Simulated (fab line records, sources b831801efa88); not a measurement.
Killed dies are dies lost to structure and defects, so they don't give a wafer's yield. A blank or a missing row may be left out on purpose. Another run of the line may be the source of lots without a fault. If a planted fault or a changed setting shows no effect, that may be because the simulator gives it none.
Which of the tools did it? / flow gf180mcu / 18 wafers from 6 lots sampled at 2 of the route's 602 steps

== WHAT THE GAUGES SHOWED, per wafer ==
GF_HV_LDD_THK_MEAS_55.
lot=L655; measured=day 13 22:07; on=film-metro-02; HV_LDD_CVD_54_THK (nm)=9.98 10.13 9.86
lot=L657; measured=day 14 08:41; on=film-metro-01; HV_LDD_CVD_54_THK (nm)=9.91 9.97 9.92
lot=L663; measured=day 16 10:18; on=film-metro-03; HV_LDD_CVD_54_THK (nm)=10.16 10.03 10.07
lot=L670; measured=day 19 02:35; on=film-metro-02; HV_LDD_CVD_54_THK (nm)=9.80 9.76 9.82
lot=L672; measured=day 19 12:16; on=film-metro-02; HV_LDD_CVD_54_THK (nm)=9.97 10.02 9.95
lot=L674; measured=day 20 05:53; on=film-metro-02; HV_LDD_CVD_54_THK (nm)=9.96 10.00 10.03

== WHICH TOOL RAN EACH LOT (tool, then ch and the chambers of the sampled wafers, then the start) ==
lot=L655; GF_HV_LDD_CVD_54=lpcvd-01 ch 0, day 13 21:05
lot=L657; GF_HV_LDD_CVD_54=lpcvd-02 ch 0, day 14 07:39
lot=L663; GF_HV_LDD_CVD_54=lpcvd-02 ch 0, day 16 09:17
lot=L670; GF_HV_LDD_CVD_54=lpcvd-02 ch 0, day 19 01:34
lot=L672; GF_HV_LDD_CVD_54=lpcvd-02 ch 0, day 19 11:14
lot=L674; GF_HV_LDD_CVD_54=lpcvd-02 ch 1, day 20 04:51
- GF_HV_LDD_CVD_54: deposits SiO2 from TEOS, target thk 10 nm, time 75 s.

== THE ANSWER, worked out from the rows above alone ==
Rule: the usual values come from the lots themselves. The widest of any qualifying gaps counts: lots, ordered by their means at a reading, are off when they make up no more than a third of the lots, leave a main group of 4 or more, and stand apart from it by 3 or more times the standard deviation of that group's means. Not used: any main group whose means are identical at the precision the tables above print for the reading. A lot without any number at a reading at which 4 lots or more have one is off too. The other lots that the step has rows for count as sound.
Across all readings shown, no lot is off: no conclusion can be drawn from this.

== WHAT THE SIMULATOR HAD INSERTED ==
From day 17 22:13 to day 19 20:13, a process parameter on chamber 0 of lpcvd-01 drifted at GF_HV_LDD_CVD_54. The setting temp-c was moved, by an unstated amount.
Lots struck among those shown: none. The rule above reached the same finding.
